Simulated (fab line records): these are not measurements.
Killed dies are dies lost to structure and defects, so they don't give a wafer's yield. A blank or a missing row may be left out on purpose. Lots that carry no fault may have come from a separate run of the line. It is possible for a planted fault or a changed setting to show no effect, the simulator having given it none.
Problem report in the 8D (eight disciplines) form, filled by code :: flow gf180mcu :: the parts of the form that need people (team, actions taken, sign-off) are left out

1. PROBLEM STATEMENT
Mean STI_CVD_03_THK at GF_STI_THK_MEAS_04: 145.8 nm over 6 wafers in 2 lots; fault-free wafers: 208.2 nm, standard deviation 2.1. That puts it -30 standard deviations away from the usual mean.
First seen on wafer L754.1, day 5 13:05, on film-metro-02. Wafers with a number at this step in the record: 32, from 11 lots. Rule for "out" (also "out of limits"): further than 4 standard deviations from the usual mean. The rest of the wafers with a number are treated as sound.

2. WHAT IT IS, WHAT IT ISN'T
question: which readings at this step
is: STI_CVD_03_THK
is not: -

question: which lots
is: L754, L757
is not: L735, L737, L741, L742, L744, L745, L747, L755, L758

question: which wafers of those lots
is: all that have a number
is not: -

question: read on which gauges
is: film-metro-02
is not: film-metro-01, film-metro-03

question: when
is: from day 5 13:05
is not: up to then (20 sound wafers); but 6 sound wafers of L755, L758 came after

3. THE SUSPECTS, EACH WITH WHAT RULES IT OUT
Counting: a tool stays on the suspect list if, at a process step up to the reading, it processed all lots that are out and no sound lot following the first of them.
- the gauge at GF_STI_THK_MEAS_04 is ruled out. All the wafers that are out were read on film-metro-02, but those of them that GF_STI_CVD_03 has rows for are out there too, on other tools.
- lpcvd-01 at GF_STI_CVD_03 (deposits Si3N4 from DCS/NH3, target thk 207.16 nm, time 3551 s): kept. Every lot that is out went through it, starting with L754 (day 5 11:07), and after that it ran no sound lot; the last sound lot it ran before then is L747 (day 4 00:57). Its own spike-tc-bottom-C, spike-tc-centre-C, spike-tc-lower-C, spike-tc-top-C, spike-tc-upper-C, susceptor-temp-C readings are out on those wafers.
The count leaves lpcvd-01 at GF_STI_CVD_03.

4. THE CAUSE (what the simulator had put in)
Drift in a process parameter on lpcvd-01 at GF_STI_CVD_03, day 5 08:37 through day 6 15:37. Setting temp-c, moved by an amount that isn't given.
After counting, this tool was the only one left.

5. THE EFFECT CHAIN, in route order
Rows list readings where the struck wafers' mean (over those with a number) sits beyond 3 standard deviations from the usual. Readings are gone through only where the record gives a usual standard deviation; hours: the median, over the lots, of the time from a lot's start at the first step in this table giving one to that lot's start at this step; sigmas: the change measured in usual standard deviations.
hours: 0
step: GF_STI_CVD_03
reading: spike-tc-bottom-C
usual: 787.1 C
on struck wafers: 767.6
change: -19.5
sigmas: -8.5

hours: 0
step: GF_STI_CVD_03
reading: spike-tc-centre-C
usual: 770.4 C
on struck wafers: 753.1
change: -17.3
sigmas: -14

hours: 0
step: GF_STI_CVD_03
reading: spike-tc-lower-C
usual: 769.7 C
on struck wafers: 751.2
change: -18.5
sigmas: -18

hours: 0
step: GF_STI_CVD_03
reading: spike-tc-top-C
usual: 783.4 C
on struck wafers: 767.7
change: -15.7
sigmas: -7.5

hours: 0
step: GF_STI_CVD_03
reading: spike-tc-upper-C
usual: 770.4 C
on struck wafers: 751.9
change: -18.5
sigmas: -12

hours: 0
step: GF_STI_CVD_03
reading: susceptor-temp-C
usual: 770.0 C
on struck wafers: 751.7
change: -18.3
sigmas: -55

hours: 2
step: GF_STI_THK_MEAS_04
reading: STI_CVD_03_THK
usual: 208.2 nm
on struck wafers: 145.8
change: -62.4
sigmas: -30

hours: 17
step: GF_STI_ETCH_13
reading: oes-product-au
usual: 0.835 a.u.
on struck wafers: 0.697
change: -0.138
sigmas: -22

hours: 17
step: GF_STI_ETCH_13
reading: throttle-valve-pct
usual: 8.811 %
on struck wafers: 8.771
change: -0.040
sigmas: -4.4
It contains these process steps:
- GF_STI_CVD_03: deposits Si3N4 from DCS/NH3, target thk 207.16 nm, time 3551 s.
- GF_STI_ETCH_13: etches the open film in CHF3/O2, stops on Si, target depth 282.31 nm, time 112.9 s.
Later steps that measure or inspect, where all struck wafers having a row at the step show a number for every such reading and not one has moved that far: GF_MVSD_TW_MEAS_11.

6. HOW IT WOULD HAVE BEEN CAUGHT EARLIER
In this record the first reading out of limits at a measuring or inspecting step was taken at day 5 13:05, 4 hours after the fault began at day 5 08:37.
At GF_STI_CVD_03, the tool's own readings (spike-tc-bottom-C, spike-tc-centre-C, spike-tc-lower-C, spike-tc-top-C, spike-tc-upper-C, susceptor-temp-C) were out on each struck wafer the step has a row for, so an alarm limit on them would have fired on the first such wafer.
L757, from the lots that are out (2), started GF_STI_CVD_03 on lpcvd-01 later than day 5 13:05. Holding the tool at that time would have saved it.
